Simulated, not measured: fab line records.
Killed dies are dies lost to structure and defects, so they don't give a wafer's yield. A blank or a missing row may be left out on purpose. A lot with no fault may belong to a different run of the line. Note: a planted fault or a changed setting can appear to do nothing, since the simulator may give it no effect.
Matching of chambers ; flow gf180mcu ; GF_CONTACT_CMP_04 on cmp-02 has 4 sister chambers
The step polishes SiO2. 4 wafers are shown with their chamber, then 7 later ones without.

== WAFERS, EACH WITH ITS CHAMBER ==
wafer;chamber;motor current A (A)
L790.3;1;13.9
L793.5;0;14.2
L799.1;3;10.5
L799.2;2;10.3

== WAFERS WITH NO CHAMBER GIVEN ==
wafer;motor current A (A)
L799.5;9.8
L800.2;12.9
L800.3;10.4
L800.6;12.5
L803.2;9.6
L803.4;13.4
L803.5;9.7

== WHICH CHAMBER EACH WENT THROUGH ==
wafer;from the rows above;in truth
L799.5;can't be placed: 2 or 3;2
L800.2;can't be placed: 1 or 0 or 3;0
L800.3;can't be placed: 2 or 3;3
L800.6;can't be placed: 1 or 0 or 3 or 2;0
L803.2;can't be placed: 2 or 3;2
L803.4;can't be placed: 1 or 0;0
L803.5;can't be placed: 2 or 3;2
0 of 7 placed correctly. Cannot be placed on the basis of these rows: 7; the candidates contain the true chamber in 7. 0 placed wrongly.
How it was worked out, from the rows above alone: a wafer's distance from a chamber is the root of the sum, over the readings, of the square of ((its reading less the chamber's mean) divided by the reading's scatter). If the next closest chamber is less than 2 further off than the closest, the wafer can't be placed; otherwise it belongs to the closest. A chamber's mean is the mean of its shown wafers. The scatter (one wafer shown for each chamber): square how far every hidden wafer sits from the nearest shown wafer, average those squares and take the square root.
